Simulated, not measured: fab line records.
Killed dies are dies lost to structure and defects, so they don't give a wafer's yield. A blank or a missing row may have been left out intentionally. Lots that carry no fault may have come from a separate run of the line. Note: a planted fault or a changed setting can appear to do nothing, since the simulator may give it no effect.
Comparing a struck lot with a sound one :: flow sky130 :: 17 steps out of a route of 708
Sound: these wafers, L429.1, L429.4, L429.5. Struck: wafer L419.5 (left out: L419.1, a lot-mate that was not struck); the cause follows at the end.
Each step with rows lists, per side, the tool, then ch with its chambers, then its first start. Under that, the readings that differ: sound wafers :: struck wafers :: difference of the means :: sigmas: that difference in standard deviations of wafers without a fault.
alike: readings whose means differ by less than 2 such deviations, and words and numbers that are the same on both sides. not compared: withheld readings, readings that some wafer has no value for, bounds like >300 that may hide the same value, and numbers for which the record gives no deviation and whose values overlap.
Wherever a step has rows on one side only, a row that says differs or no value, or a row with sigmas, the two part there. Non-overlapping numbers with no deviation appear without sigmas and do not part them. A reading that every wafer of one side lacks parts them only if that side has two wafers or more.

first, 3 steps without rows for these wafers: SKY_VIA1_EXPOSE_09 (exposes mask VIM, target cd 150 nm); SKY_VIA1_PEB_10; SKY_VIA1_DEVELOP_11 (develop time 60 s).
SKY_VIA1_CD_MEAS_12: target cd 150 nm.
  sound: cd-sem-01 at day 40 18:34; struck: cd-sem-02 at day 37 15:26
  alike: cd-nm
SKY_VIA1_OVL_MEAS_13:
  sound: overlay-01 at day 40 18:41; struck: overlay-01 at day 37 15:33
  alike: VIA1_OVL
SKY_VIA1_ETCH_14: etches BARC in N2/H2, stops on SiO2, time 45.9 s, target depth 60 nm.
  sound on rie-diel-02 ch 0,1,3, day 40 18:44; struck on rie-diel-01 ch 1, day 37 15:35
  alike: drypump-motor-current-A, oes-product-au, throttle-valve-pct
  not compared: rf-hours-counter-h
SKY_VIA1_ETCH_15: etches SiO2 in C4F8/O2/Ar, stops on TiN, target depth 351 nm, time 54 s.
  sound on rie-diel-02 ch 0,1,3, day 40 18:46; struck on rie-diel-01 ch 1, day 37 15:38
  alike: oes-product-au
  not compared: rf-hours-counter-h
SKY_VIA1_STRIP_16: strips in O2/N2.
  sound on plasma-asher-03 ch 0,1, day 40 18:49; struck on plasma-asher-04 ch 0, day 37 15:41
  alike: drypump-motor-current-A, oes-product-au, strip-time-to-endpoint-s
  not compared: rf-hours-counter-h
then, 3 steps without rows for these wafers: SKY_VIA1_STRIP_17 (strips in post etch residue remover, time 1200 s); SKY_VIA1_CLEAN_18 (cleans in IPA, time 180 s); SKY_VIA1_CLEAN_19 (cleans in O3/DIW).
SKY_VIA1_SPUTTER_20: material TiN, target thk 20 nm, time 80 s.
  sound: pvd-sputter-03 at day 40 19:25; struck: pvd-sputter-02 at day 37 16:16
  alike: throttle-valve-pct
SKY_VIA1_CVD_21: deposits W, target thk 270 nm, time 80.902 s.
  sound on cvd-w-02 ch 0, day 40 19:28; struck on cvd-w-02 ch 1, day 37 16:20
reading: heater-power-w (W)
sound: 930 939 921
struck: 743
difference: -187
sigmas: -2

reading: model.W_of_VIA1_CVD_21.thk-nm (nm)
sound: 274.8 273.8 277.5
struck: 364.9
difference: +89.5
sigmas: 
SKY_VIA1_RS_MEAS_22: a four-point-probe measurement.
  sound: film-metro-02 at day 40 19:34; struck: film-metro-02 at day 37 16:25
reading: VIA1_W_RS (ohm/sq)
sound: 0.419 0.420 0.415
struck: 0.314
difference: -0.104
sigmas: -16
SKY_VIA1_THK_MEAS_23: measures by xrf.
  sound: film-metro-02 at day 40 19:41; struck: film-metro-02 at day 37 16:32
reading: VIA1_W_THK (nm)
sound: 269 268 272
struck: 358
difference: +88
sigmas: +19
SKY_VIA1_CMP_24: polishes, stops on SiO2, t overpolish 15 s, target thk 0 nm.
  sound on cmp-01 ch 1,2, day 40 19:55; struck on cmp-02 ch 1, day 37 16:36
reading: time-to-endpoint-s (s)
sound: 67 68 68
struck: 84
difference: +16
sigmas: +5
  alike: motor-current-A
SKY_METAL2_SPUTTER_00: material Ti, target thk 15 nm, time 10 s.
  sound: pvd-sputter-02 at day 40 20:13; struck: pvd-sputter-01 at day 37 16:54
  alike: throttle-valve-pct

== WHERE THEY PART ==
First at SKY_VIA1_CVD_21; last, within this record, at SKY_VIA1_CMP_24. Later steps at which nothing parts them and some readings are alike: SKY_METAL2_SPUTTER_00.

WHY: what the simulator had put in
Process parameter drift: cvd-w-02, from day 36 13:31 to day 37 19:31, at SKY_VIA1_CVD_21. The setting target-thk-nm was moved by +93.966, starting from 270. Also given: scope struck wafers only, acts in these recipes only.
